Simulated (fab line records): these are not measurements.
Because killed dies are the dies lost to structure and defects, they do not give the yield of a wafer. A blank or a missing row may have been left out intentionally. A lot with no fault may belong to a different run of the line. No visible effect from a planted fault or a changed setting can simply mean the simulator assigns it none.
Which tool is to blame? | flow sky130 | 15 lots, 45 wafers sampled, at 1 step of a route of 708

WHAT EACH GAUGE READ, for each wafer
SKY_VIA2_OVL_MEAS_13.
lot  | measured     | on         | VIA2_OVL (nm)
L380 | day 36 16:20 | overlay-01 | -5 12 4
L381 | day 37 02:56 | overlay-01 | 1 5 6
L382 | day 37 09:59 | overlay-02 | -8 3 -1
L385 | day 38 14:26 | overlay-01 | 7 4 11
L386 | day 39 02:55 | overlay-02 | 5 5 0
L387 | day 39 08:10 | overlay-01 | 0 -2 -6
L388 | day 40 03:46 | overlay-01 | 6 7 3
L389 | day 40 09:32 | overlay-01 | 12 1 9
L390 | day 40 11:53 | overlay-02 | 14 15 8
L392 | day 40 14:46 | overlay-02 | 6 0 5
L391 | day 40 15:15 | overlay-02 | 4 13 13
L393 | day 41 02:40 | overlay-01 | 11 3 -1
L394 | day 41 05:31 | overlay-02 | 4 4 7
L395 | day 41 14:50 | overlay-01 | 7 14 2
L396 | day 41 15:07 | overlay-02 | 8 8 14

EACH LOT AND THE TOOL THAT RAN IT (in order: tool; ch and the chambers of the sampled wafers; start)
Record: no process step prior to these readings.

WHAT THE TOOLS THEMSELVES READ (means of the sampled wafers that have a number; where no wafer has one, the mark that the record gives instead)
The record holds no such reading with a usual standard deviation.

THE ANSWER, worked out from the rows above alone
Rule: the usual values come from the lots themselves. The widest of any qualifying gaps counts: lots, ordered by their means at a reading, are off when they make up no more than a third of the lots, leave a main group of 4 or more, and stand apart from it by 3 or more times the standard deviation of that group's means. Not used: any main group whose means are identical at the precision the tables above print for the reading. A lot without any number at a reading at which 4 lots or more have one is off too. Any other lot the step has rows for is counted as sound. The gauges are gone through in route order, then the tools' own readings, and for those a lot's mean is taken as printed above. At the first step where some lot is off, the reading lying furthest off is the one used; lots without a number count as furthest.
Across all readings shown, no lot is off: no conclusion can be drawn from this.

WHAT THE SIMULATOR PUT IN
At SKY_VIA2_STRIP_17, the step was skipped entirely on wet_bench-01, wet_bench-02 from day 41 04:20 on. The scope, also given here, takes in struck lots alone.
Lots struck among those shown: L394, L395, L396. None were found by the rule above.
